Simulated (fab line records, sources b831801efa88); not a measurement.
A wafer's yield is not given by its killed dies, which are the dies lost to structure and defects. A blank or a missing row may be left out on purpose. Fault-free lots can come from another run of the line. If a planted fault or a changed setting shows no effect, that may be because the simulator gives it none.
fab line records -- flow sky130
record lots=11, wafers=33, last_day=50
route steps=708 shown LOCAL_INTERCONNECT@399 METAL1@438 VIA1@458 PAD_OPEN@708
lots that met no fault: taken from a fault-free run of the same line
start_h: start of the lot's first displayed wafer, in hours after the record's first day -- wait_h: time in hours since the lot's previous step -- " identical to the entry in the row above -- L1.1+2: several wafers, shown together as one row -- - no value, or no start given -- * or withheld: withheld -- < > ~ a bound
route shown NAME@n: names a module that has steps shown in the file, with the first one's number in the route -- usual: average and standard deviation across the fault-free wafers -- same: alike in all rows -- chamber/n: place in a boat -- sites: the reading at each site -- _std_site: the values' standard deviation -- _edge_site: the outer-site mean with the inner-site mean subtracted -- radius_mm: how far each site lies from the wafer's centre -- mask NAME#n: copy n -- behind: the most recent tool/chamber to have shaped the wafer -- hold: what put the lot on hold/how long, in hours/how the hold closed -- device: the transistor (n, p or np) that didn't switch -- end of line: the same wafers' tests at the end of the route -- step lacking rows: just its recipe -- killed: not the wafer's yield, but the dies lost to structure and defects at the first sort -- map: shows each die of a wafer: x if killed, . if not, _ if none is there
set.NAME: the setting as run; set.NAME@STEP: as run at that earlier step -- model.NAME: the simulator's own value behind a step, which no gauge read
a sample of lots followed through the steps of the route, with each step as a table and each wafer as a row
services: the hour from which a tool's chamber was out of use, counted from the record's first day as start_h (under 0 if before that day), plus the number of hours and why
## steps
# step SKY_LOCAL_INTERCONNECT_OVL_MEAS_12
# usual LOCAL_INTERCONNECT_OVL=-3/5
lot.wafer,tool,chamber,start_h,wait_h,LOCAL_INTERCONNECT_OVL[nm]
L983.2,overlay-02,-,708.45,0.1,-3
L983.4,overlay-02,-,708.45,0.1,-4
L983.5,overlay-02,-,708.45,0.1,-1
L987.2,overlay-02,-,742.70,0.1,-12
L987.5,overlay-02,-,742.70,0.1,-14
L987.6,overlay-02,-,742.70,0.1,-9
L990.1,overlay-01,-,768.99,0.1,-3
L990.2,overlay-01,-,768.99,0.1,2
L990.4,overlay-01,-,768.99,0.1,5
L991.2,overlay-01,-,774.65,0.1,-2
L991.5,overlay-01,-,774.65,0.1,-6
L991.6,overlay-01,-,774.65,0.1,0
L998.1,overlay-01,-,845.56,0.1,0
L998.4,overlay-01,-,845.56,0.1,-2
L998.5,overlay-01,-,845.56,0.1,1
L100.2,overlay-02,-,845.92,0.1,-4
L100.3,overlay-02,-,845.92,0.1,-3
L100.6,overlay-02,-,845.92,0.1,-6
L999.3,overlay-01,-,846.82,0.1,5
L999.5,overlay-01,-,846.82,0.1,1
L999.6,overlay-01,-,846.82,0.1,1
L101.1,overlay-01,-,854.24,0.1,-2
L101.3,overlay-01,-,854.24,0.1,-1
L101.4,overlay-01,-,854.24,0.1,6
L102.1,overlay-01,-,855.51,0.1,-8
L102.4,overlay-01,-,855.51,0.1,-3
L102.5,overlay-01,-,855.51,0.1,-5
L105.1,overlay-02,-,881.46,0.1,0
L105.2,overlay-02,-,881.46,0.1,-3
L105.3,overlay-02,-,881.46,0.1,-5
L106.2,overlay-02,-,883.20,0.1,0
L106.4,overlay-02,-,883.20,0.1,-5
L106.5,overlay-02,-,883.20,0.1,6
# step SKY_METAL1_SPUTTER_04
# recipe material=TiN, target_thk_nm=70, power_w=6500, time_s=58.3, chamber_pressure_pa=0.4
# usual throttle_valve_pct=30.9/1.1
lot.wafer,tool,chamber,start_h,wait_h,throttle_valve_pct
L983.2,pvd_sputter-01,-,739.05,0.0,31.4
L983.4,pvd_sputter-01,-,739.05,0.0,30.1
L983.5,pvd_sputter-01,-,739.05,0.0,31.4
L987.2,pvd_sputter-01,-,772.54,0.0,31.6
L987.5,pvd_sputter-01,-,772.54,0.0,31.4
L987.6,pvd_sputter-01,-,772.54,0.0,31.9
L990.1,pvd_sputter-01,-,798.73,0.0,29.3
L990.2,pvd_sputter-01,-,798.73,0.0,32.0
L990.4,pvd_sputter-01,-,798.73,0.0,30.1
L991.2,pvd_sputter-01,-,803.50,0.0,31.4
L991.5,pvd_sputter-01,-,803.50,0.0,31.6
L991.6,pvd_sputter-01,-,803.50,0.0,30.1
L998.1,pvd_sputter-03,-,874.47,0.0,29.9
L998.4,pvd_sputter-03,-,874.47,0.0,30.5
L998.5,pvd_sputter-03,-,874.47,0.0,30.0
L100.2,pvd_sputter-03,-,875.27,0.0,32.0
L100.3,pvd_sputter-03,-,875.27,0.0,32.0
L100.6,pvd_sputter-03,-,875.27,0.0,32.0
L999.3,pvd_sputter-03,-,876.06,0.0,29.8
L999.5,pvd_sputter-03,-,876.06,0.0,30.4
L999.6,pvd_sputter-03,-,876.06,0.0,29.7
L101.1,pvd_sputter-04,-,883.23,0.0,30.9
L101.3,pvd_sputter-04,-,883.23,0.0,31.7
L101.4,pvd_sputter-04,-,883.23,0.0,32.7
L102.1,pvd_sputter-03,-,884.72,0.0,30.4
L102.4,pvd_sputter-03,-,884.72,0.0,29.7
L102.5,pvd_sputter-03,-,884.72,0.0,32.1
L105.1,pvd_sputter-03,-,910.49,0.0,30.6
L105.2,pvd_sputter-03,-,910.49,0.0,29.6
L105.3,pvd_sputter-03,-,910.49,0.0,32.0
L106.2,pvd_sputter-01,-,911.56,0.0,31.0
L106.4,pvd_sputter-01,-,911.56,0.0,31.7
L106.5,pvd_sputter-01,-,911.56,0.0,29.0
# step SKY_METAL1_DESCUM_17
# recipe chemistry=O2, source_power_w=150, bias_power_w=0, pressure_mtorr=10, temp_c=40, time_s=8
# usual drypump_motor_current_A=5.7/0.53, oes_product_au=0.993/0.0098
lot.wafer,tool,chamber,start_h,wait_h,drypump_motor_current_A,oes_product_au,rf_hours_counter_h
L983.2,rie_metal-02,1,765.96,0.0,5.6,0.988,2
L983.4,rie_metal-02,1,765.96,0.0,5.7,0.999,-
L983.5,rie_metal-02,0,765.96,0.0,4.8,0.997,-
L987.2,rie_metal-04,0,799.53,0.0,6.1,0.999,7
L987.5,rie_metal-04,0,799.53,0.0,6.1,0.989,-
L987.6,rie_metal-04,1,799.53,0.0,6.0,0.990,-
L990.1,rie_metal-01,1,825.69,0.0,5.2,1.015,15
L990.2,rie_metal-01,0,825.69,0.0,6.4,0.997,6
L990.4,rie_metal-01,1,825.69,0.0,5.2,1.005,-
L991.2,rie_metal-02,0,830.13,0.0,4.8,1.014,13
L991.5,rie_metal-02,1,830.13,0.0,5.7,0.986,-
L991.6,rie_metal-02,0,830.13,0.0,4.8,0.996,-
L998.1,rie_metal-04,1,900.23,0.0,6.0,0.991,14
L998.4,rie_metal-04,0,900.23,0.0,6.1,0.992,-
L998.5,rie_metal-04,1,900.23,0.0,6.0,0.991,-
L100.2,rie_metal-01,0,900.58,0.0,6.4,0.997,9
L100.3,rie_metal-01,0,900.58,0.0,6.4,0.991,-
L100.6,rie_metal-01,0,900.58,0.0,6.4,0.993,-
L999.3,rie_metal-04,1,901.76,0.0,6.0,0.997,-
L999.5,rie_metal-04,0,901.76,0.0,6.1,0.995,-
L999.6,rie_metal-04,1,901.76,0.0,6.0,0.994,-
L101.1,rie_metal-02,0,909.14,0.0,4.8,1.002,17
L101.3,rie_metal-02,0,909.14,0.0,4.8,1.003,-
L101.4,rie_metal-02,1,909.14,0.0,5.7,0.977,-
L102.1,rie_metal-04,1,910.38,0.0,6.0,0.980,14
L102.4,rie_metal-04,1,910.38,0.0,6.0,0.990,-
L102.5,rie_metal-04,0,910.38,0.0,6.1,0.991,-
L105.1,rie_metal-04,0,935.99,0.0,6.1,1.001,12
L105.2,rie_metal-04,1,935.99,0.0,6.0,0.980,16
L105.3,rie_metal-04,1,935.99,0.0,6.0,0.976,-
L106.2,rie_metal-02,1,937.01,0.0,5.7,0.990,-
L106.4,rie_metal-02,1,937.01,0.0,5.7,0.986,-
L106.5,rie_metal-02,1,937.01,0.0,5.7,1.002,-
# step SKY_VIA1_HDPCVD_00
# recipe material=SiO2, target_thk_nm=1030, sigma_open_frac=0.3, time_s=171.7, temp_c=400, sih4_flow_sccm=60, pressure_mtorr=6
# usual sih4_flow_sccm=59.98/0.17
lot.wafer,tool,chamber,start_h,wait_h,sih4_flow_sccm
L983.2,hdpcvd-02,2,766.73,0.0,60.17
L983.4,hdpcvd-02,1,766.73,0.0,60.12
L983.5,hdpcvd-02,2,766.73,0.0,60.01
L987.2,hdpcvd-02,0,800.35,0.0,51.19
L987.5,hdpcvd-02,2,800.35,0.0,50.88
L987.6,hdpcvd-02,1,800.35,0.0,50.80
L990.1,hdpcvd-02,0,826.48,0.0,51.05
L990.2,hdpcvd-02,1,826.48,0.0,51.15
L990.4,hdpcvd-02,1,826.48,0.0,51.10
L991.2,hdpcvd-02,1,830.91,0.0,50.87
L991.5,hdpcvd-02,2,830.91,0.0,50.82
L991.6,hdpcvd-02,0,830.91,0.0,51.36
L998.1,hdpcvd-02,2,901.09,0.0,59.90
L998.4,hdpcvd-02,2,901.09,0.0,59.99
L998.5,hdpcvd-02,1,901.09,0.0,59.95
L100.2,hdpcvd-02,2,901.40,0.0,59.77
L100.3,hdpcvd-02,1,901.40,0.0,59.81
L100.6,hdpcvd-02,0,901.40,0.0,60.00
L999.3,hdpcvd-02,1,902.54,0.0,59.85
L999.5,hdpcvd-02,0,902.54,0.0,59.94
L999.6,hdpcvd-02,2,902.54,0.0,60.15
L101.1,hdpcvd-01,1,909.94,0.0,59.89
L101.3,hdpcvd-01,2,909.94,0.0,60.29
L101.4,hdpcvd-01,2,909.94,0.0,60.37
L102.1,hdpcvd-02,2,911.17,0.0,59.83
L102.4,hdpcvd-02,1,911.17,0.0,60.10
L102.5,hdpcvd-02,0,911.17,0.0,60.07
L105.1,hdpcvd-01,1,936.77,0.0,60.08
L105.2,hdpcvd-01,0,936.77,0.0,59.96
L105.3,hdpcvd-01,2,936.77,0.0,59.87
L106.2,hdpcvd-02,2,938.00,0.0,59.91
L106.4,hdpcvd-02,2,938.00,0.0,60.10
L106.5,hdpcvd-02,0,938.00,0.0,59.98
# step SKY_VIA1_THK_MEAS_01
# recipe reads=SiO2_of_VIA1_HDPCVD_00
# usual VIA1_HDPCVD_THK=1025/11
lot.wafer,tool,chamber,start_h,wait_h,hold,VIA1_HDPCVD_THK[nm]
L983.2,film_metro-02,-,766.86,0.1,-,1049
L983.4,film_metro-02,-,766.86,0.1,-,1048
L983.5,film_metro-02,-,766.86,0.1,-,1041
L987.2,film_metro-03,-,800.47,0.1,await_dispo/0.2h/release,863
L987.5,film_metro-03,-,800.47,0.1,await_dispo/0.2h/release,856
L987.6,film_metro-03,-,800.47,0.1,await_dispo/0.2h/release,882
L987.2,film_metro-03,-,800.69,0.2,-,862
L987.5,film_metro-03,-,800.69,0.2,-,856
L987.6,film_metro-03,-,800.69,0.2,-,884
L990.1,film_metro-01,-,826.59,0.1,await_dispo/0.2h/release,860
L990.2,film_metro-01,-,826.59,0.1,await_dispo/0.2h/release,859
L990.4,film_metro-01,-,826.59,0.1,await_dispo/0.2h/release,870
L990.1,film_metro-01,-,826.82,0.2,-,860
L990.2,film_metro-01,-,826.82,0.2,-,859
L990.4,film_metro-01,-,826.82,0.2,-,869
L991.2,film_metro-03,-,831.03,0.1,await_dispo/0.2h/release,868
L991.5,film_metro-03,-,831.03,0.1,await_dispo/0.2h/release,864
L991.6,film_metro-03,-,831.03,0.1,await_dispo/0.2h/release,854
L991.2,film_metro-03,-,831.26,0.2,-,867
L991.5,film_metro-03,-,831.26,0.2,-,863
L991.6,film_metro-03,-,831.26,0.2,-,854
L998.1,film_metro-03,-,901.20,0.1,-,1011
L998.4,film_metro-03,-,901.20,0.1,-,1017
L998.5,film_metro-03,-,901.20,0.1,-,1017
L100.2,film_metro-03,-,901.52,0.1,-,1042
L100.3,film_metro-03,-,901.52,0.1,-,1041
L100.6,film_metro-03,-,901.52,0.1,-,1043
L999.3,film_metro-02,-,902.67,0.1,-,1036
L999.5,film_metro-02,-,902.67,0.1,-,1013
L999.6,film_metro-02,-,902.67,0.1,-,1026
L101.1,film_metro-01,-,910.05,0.1,-,1023
L101.3,film_metro-01,-,910.05,0.1,-,1034
L101.4,film_metro-01,-,910.05,0.1,-,1031
L102.1,film_metro-01,-,911.29,0.1,-,1029
L102.4,film_metro-01,-,911.29,0.1,-,1036
L102.5,film_metro-01,-,911.29,0.1,-,1030
L105.1,film_metro-01,-,936.88,0.1,-,1000
L105.2,film_metro-01,-,936.88,0.1,-,998
L105.3,film_metro-01,-,936.88,0.1,-,1011
L106.2,film_metro-02,-,938.12,0.1,-,1029
L106.4,film_metro-02,-,938.12,0.1,-,1040
L106.5,film_metro-02,-,938.12,0.1,-,1026
# step SKY_PAD_OPEN_PROBE_99
# usual defect_limited_yield=82.5/2.1, killed_at_M0_to_M3=43/7.7, killed_at_M4_up=3.4/1.9, killed_at_contacts=25/5.6, killed_at_front_end=14/4.3, killed_at_other=0.2/0.5, killed_dies=86/10, killed_open=47/7.2, killed_short=39/6.7, sort_bin_3_pad_short=0.9/0.46, sort_bin_5_function=10.4/1.5, sort_bin_6_memory=6.2/1.2, sort_n_pass=406/10, sort_yield_pct=82.5/2.1
# same gross_dies=492, killed_at_back_side=0, sort_bin_4_leakage[%]=0, sort_bin_8_speed[%]=0
lot.wafer,tool,chamber,start_h,wait_h,defect_limited_yield[%],killed_at_M0_to_M3,killed_at_M4_up,killed_at_contacts,killed_at_front_end,killed_at_other,killed_dies,killed_open,killed_short,sort_bin_3_pad_short[%],sort_bin_5_function[%],sort_bin_6_memory[%],sort_n_pass,sort_yield_pct[%]
L991.2,prober-02,-,1129.59,0.1,82.9,30,2,35,17,0,84,49,35,0.6,11.0,5.5,408,82.9
# killed by level:class
L991.2 CONTACT:geometric_particle:open=12 LI_CONTACT:geometric_particle:open=9 LOCAL_INTERCONNECT:geometric_particle:short=7 FIELD_ISO:geometric_particle:short=6 VIA1:geometric_particle:open=6 VIA2:geometric_particle:open=6 METAL1:geometric_particle:short=5 FIELD_ISO:geometric_particle:open=4
## services
tool,chamber,start_h,hours,kind
pvd_sputter-03,2,742.74,-,consumable_replace:kit
pvd_sputter-03,2,742.74,18.0,scheduled_down
pvd_sputter-03,2,742.74,18.0,vent_cycle
rie_metal-04,-,751.83,0.1,repair
pvd_sputter-04,-,753.35,3.0,repair
pvd_sputter-01,-,775.56,2.4,repair
rie_metal-04,-,777.34,4.3,pm
pvd_sputter-03,-,796.38,8.3,repair
rie_metal-04,-,839.92,2.8,pm
rie_metal-02,-,847.10,1.4,pm
pvd_sputter-01,3,862.51,-,consumable_replace:kit
pvd_sputter-01,3,862.51,18.0,scheduled_down
pvd_sputter-01,3,862.51,18.0,vent_cycle
hdpcvd-02,1,880.57,13.6,repair
pvd_sputter-04,-,888.33,7.5,repair
rie_metal-01,-,893.41,1.4,pm
pvd_sputter-03,1,916.95,-,consumable_replace:kit
pvd_sputter-03,1,916.95,18.0,scheduled_down
pvd_sputter-03,1,916.95,18.0,vent_cycle
rie_metal-02,0,927.26,-,clean
rie_metal-02,0,927.26,18.2,scheduled_down
rie_metal-02,0,927.26,18.2,vent_cycle
rie_metal-01,1,934.03,-,clean
rie_metal-01,1,934.03,22.9,scheduled_down
## key
first_sign step=SKY_VIA1_HDPCVD_00, reading=sih4_flow_sccm, direction=down, sigmas=52, usual=59.98, struck=51.02
effect step=SKY_VIA1_THK_MEAS_01, reading=visit, direction=added
effect step=SKY_VIA1_THK_MEAS_01, reading=VIA1_HDPCVD_THK, direction=down, sigmas=15, usual=1025, struck=864
met_at SKY_VIA1_HDPCVD_00
struck_lots L987,L990,L991
not_acting_at SKY_LOCAL_INTERCONNECT_OVL_MEAS_12,SKY_METAL1_SPUTTER_04,SKY_METAL1_DESCUM_17
onset_between 766.73 800.35
fault kind=process_parameter_drift, tool=hdpcvd-02, chamber=-, onset_h=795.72, steps=SKY_VIA1_HDPCVD_00, channel=sih4_flow_sccm, offset=-9, shape=step, end_h=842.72, acts_in=these_recipes_only, stated=60
